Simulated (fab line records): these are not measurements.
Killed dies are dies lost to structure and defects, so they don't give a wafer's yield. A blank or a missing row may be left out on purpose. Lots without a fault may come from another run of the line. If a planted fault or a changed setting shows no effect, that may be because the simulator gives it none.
Which tool was responsible? -- flow sky130 -- 10 lots with 30 wafers sampled at 2 steps, on a route of 708 steps

## WHAT EACH GAUGE READ, for each wafer
SKY_VIA4_RS_MEAS_19: a four-point-probe measurement.
lot,measured,on,VIA4_W_RS (ohm/sq)
L135,day 43 05:37,filmMetro-03,0.2259 0.2279 0.2261
L136,day 43 11:17,filmMetro-04,0.2219 0.2268 0.2257
L138,day 43 22:58,filmMetro-04,0.2266 0.2261 0.2262
L142,day 45 13:11,filmMetro-04,0.2243 0.2254 0.2247
L143,day 45 19:34,filmMetro-04,0.2267 0.2248 0.2240
L147,day 46 10:16,filmMetro-04,0.2243 0.2252 0.2255
L150,day 47 11:20,filmMetro-01,0.2256 0.2273 0.2282
L152,day 47 22:58,filmMetro-03,0.2271 0.2282 0.2268
L155,day 48 07:01,filmMetro-03,0.2622 0.2596 0.2562 0.2621 0.2594 0.2566
L156,day 48 14:06,filmMetro-01,0.2645 0.2592 0.2613 0.2642 0.2590 0.2616

## TOOL THAT RAN EACH LOT (tool first, then ch and the chambers of the sampled wafers, then the start)
lot,SKY_VIA4_CVD_18
L135,"cvdW-02 ch 0,1, day 43 05:28"
L136,"cvdW-02 ch 0,1, day 43 11:08"
L138,"cvdW-01 ch 0,1, day 43 22:47"
L142,"cvdW-01 ch 0,1, day 45 13:02"
L143,"cvdW-02 ch 0,1, day 45 19:25"
L147,"cvdW-02 ch 0, day 46 10:07"
L150,"cvdW-02 ch 0,1, day 47 11:11"
L152,"cvdW-02 ch 0,1, day 47 22:49"
L155,"cvdW-02 ch 1, day 48 06:52"
L156,"cvdW-02 ch 0,1, day 48 13:57"
- SKY_VIA4_CVD_18: deposits W, target thk 505 nm, time 152.14 s.

## THE ANSWER, worked out from the rows above alone
Rule: the usual values come from the lots themselves. Put in order of their means at a reading, lots are off if they are a third of the lots or fewer, leave a main group of 4 or more, and stand apart from it by a gap of 3 or more times the standard deviation of the main group's means; of several such gaps the widest counts. Not used: any main group whose means are identical at the precision the tables above print for the reading. Also off: a lot with no number at a reading for which 4 or more lots have one. All remaining lots with rows at the step are treated as sound.
Off: at SKY_VIA4_RS_MEAS_19 (VIA4_W_RS), L155, L156. The main group has a mean of 0.2259 ohm/sq with a standard deviation of 0.00099.
If a tool, at a process step before that reading, ran all the lots that are off and no sound lot after the first of them, it fits. The gauges at SKY_VIA4_RS_MEAS_19 are tried like those tools. One fits: cvdW-02 at SKY_VIA4_CVD_18. A fault onset in the window from L152 (day 47 22:49, its last sound lot) to L155 (day 48 06:52, its first lot off) fits.

## WHAT WAS PUT IN BY THE SIMULATOR
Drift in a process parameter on cvdW-02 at SKY_VIA4_CVD_18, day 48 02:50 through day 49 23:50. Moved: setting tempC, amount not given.
Lots struck among those shown: L155, L156. Same finding as the rule above.
